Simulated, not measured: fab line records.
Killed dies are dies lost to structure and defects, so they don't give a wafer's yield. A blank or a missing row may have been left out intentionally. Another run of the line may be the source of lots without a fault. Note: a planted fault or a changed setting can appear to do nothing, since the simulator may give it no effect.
A struck lot beside a sound one | flow sky130 | 15 steps out of a route of 708
Sound: these wafers, L680.1, L680.2, L680.5. Struck: wafers L690.2, L690.3 (left out: L690.4, a lot-mate that was not struck); the cause follows at the end.
Each step with rows lists, per side, the tool, then ch with its chambers, then its first start. Under that, the readings that differ: sound wafers | struck wafers | difference of the means | sigmas: that difference in standard deviations of wafers without a fault.
alike: readings with means less than 2 such deviations apart, plus words and numbers identical on both sides. not compared: withheld readings, readings lacking a value on some wafer, bounds such as >300 that could conceal the same value, and numbers that have no deviation in the record and whose values overlap.
A row with sigmas, a row that says differs or no value, or rows on one side alone: a step with any of these is where the two part. When numbers do not overlap yet have no deviation, they are printed without sigmas and do not part them. Lack of a reading on every wafer of one side parts them only where that side has two or more wafers.

first, 1 step without rows for these wafers: SKY_VIA3_ETCH_14 (etches BARC in N2/H2, stops on SiO2, time 45.9 s, target depth 60 nm).
SKY_VIA3_ETCH_15: etches SiO2 in C4F8/O2/Ar, stops on TiN, target depth 507 nm, time 78 s.
  sound on rie_diel-01 ch 1,2,3, day 41 01:22; struck on rie_diel-03 ch 1,3, day 43 11:50
  alike: oes_product_au
  not compared: rf_hours_counter_h
then, 4 steps without rows for these wafers: SKY_VIA3_STRIP_16 (strips in O2/N2); SKY_VIA3_STRIP_17 (strips in post etch residue remover, time 1200 s); SKY_VIA3_CLEAN_18 (cleans in IPA, time 180 s); SKY_VIA3_CLEAN_19 (cleans in O3/DIW).
SKY_VIA3_SPUTTER_20: material TiN, target thk 20 nm, time 80 s.
  struck on pvd_sputter-04, day 43 12:29; sound on pvd_sputter-03, day 41 02:01
  alike: throttle_valve_pct
SKY_VIA3_CVD_21: deposits W, target thk 390 nm, time 117.31 s.
  sound on cvd_w-01 ch 0,1, day 41 02:04; struck on cvd_w-01 ch 0,1, day 43 12:32
  alike: heater_power_w
SKY_VIA3_RS_MEAS_22: a four-point-probe measurement.
  struck on film_metro-02, day 43 12:41; sound on film_metro-01, day 41 02:12
  alike: VIA3_W_RS
SKY_VIA3_THK_MEAS_23: measures by xrf.
  struck on film_metro-02, day 43 12:47; sound on film_metro-01, day 41 02:19
  alike: VIA3_W_THK
SKY_VIA3_CMP_24: polishes, stops on SiO2, t overpolish 20 s, target thk 0 nm.
  sound on cmp-01 ch 1,2,3, day 41 02:23; struck on cmp-02 ch 1,2, day 43 12:58
  alike: motor_current_A, overpolish_run_s, retaining_ring_pressure_frac, time_to_endpoint_s
SKY_METAL4_SPUTTER_00: material Ti, target thk 15 nm, time 10 s.
  struck on pvd_sputter-02, day 43 13:16; sound on pvd_sputter-02, day 41 02:41
  alike: throttle_valve_pct
SKY_METAL4_SPUTTER_01: material TiN, target thk 20 nm, time 16.7 s.
  struck on pvd_sputter-02, day 43 13:17; sound on pvd_sputter-02, day 41 02:43
  reading                                    | sound             | struck      | difference | sigmas
  model.TiN_of_METAL4_SPUTTER_01.thk_nm (nm) | 20.03 19.75 20.04 | 37.18 37.38 | +17.34     |
  alike: throttle_valve_pct
then, 1 step without rows for these wafers: SKY_METAL4_SPUTTER_02 (material AlCu, target thk 735 nm, time 39.1 s).
SKY_PAD_OPEN_PROBE_99:
  sound wafers here have rows in the record (prober-01, day 47 02:58); struck ones have none

== WHERE THEY PART ==
Only at SKY_PAD_OPEN_PROBE_99, as far as this record shows.

WHY: whatever the simulator had introduced
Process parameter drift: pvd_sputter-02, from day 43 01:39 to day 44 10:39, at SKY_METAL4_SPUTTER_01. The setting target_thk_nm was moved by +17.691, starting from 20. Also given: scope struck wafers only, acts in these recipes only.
